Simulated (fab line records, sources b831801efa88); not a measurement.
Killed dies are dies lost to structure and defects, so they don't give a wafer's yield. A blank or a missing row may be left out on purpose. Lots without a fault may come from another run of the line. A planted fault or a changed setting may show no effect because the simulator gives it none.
Chamber matching | flow sky130 | SKY_CONTACT_CMP_27 on cmp-01: 4 sister chambers
The step polishes, stops on SiO2, t overpolish 15 s, target thk 0 nm. 8 wafers are shown with their chamber, then 7 later ones without.

WAFERS WITH THEIR CHAMBER
wafer  | chamber | motor_current_A (A) | time_to_endpoint_s (s)
L557.1 | 3       | 10.7                | 90
L556.5 | 2       | 15.9                | 83
L556.6 | 3       | 11.5                | 85
L558.2 | 2       | 16.2                | 77
L558.4 | 0       | 9.1                 | 83
L558.5 | 1       | 10.5                | 74
L560.1 | 0       | 9.4                 | 83
L560.4 | 1       | 9.6                 | 77

WAFERS WITHOUT THEIR CHAMBER
wafer  | motor_current_A (A) | time_to_endpoint_s (s)
L560.5 | 10.9                | 83
L561.3 | 15.5                | 82
L561.5 | 10.1                | 79
L561.6 | 9.8                 | 86
L568.6 | 11.5                | 90
L567.6 | 9.9                 | 84
L569.6 | 11.1                | 87

WHICH CHAMBER EACH WENT THROUGH
wafer  | from the rows above          | in truth
L560.5 | can't be placed: 3 or 1      | 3
L561.3 | 2                            | 2
L561.5 | can't be placed: 1 or 0      | 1
L561.6 | can't be placed: 0 or 3      | 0
L568.6 | 3                            | 3
L567.6 | can't be placed: 0 or 1 or 3 | 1
L569.6 | 3                            | 3
Placed correctly: 3 of 7. Can't be placed from these rows: 4 (the true chamber is among the candidates in 4). Placed wrongly: 0.
How it was worked out, from the rows above alone: a wafer's distance from a chamber is the root of the sum, over the readings, of the square of ((its reading less the chamber's mean) divided by the reading's scatter). The wafer belongs to the nearest chamber; if the next one is less than 2 further off, it can't be placed. A chamber's mean is the mean of its shown wafers. The scatter: the root of (the sum of the squares of (reading less its chamber's mean) over the shown wafers, divided by (wafers less chambers)).
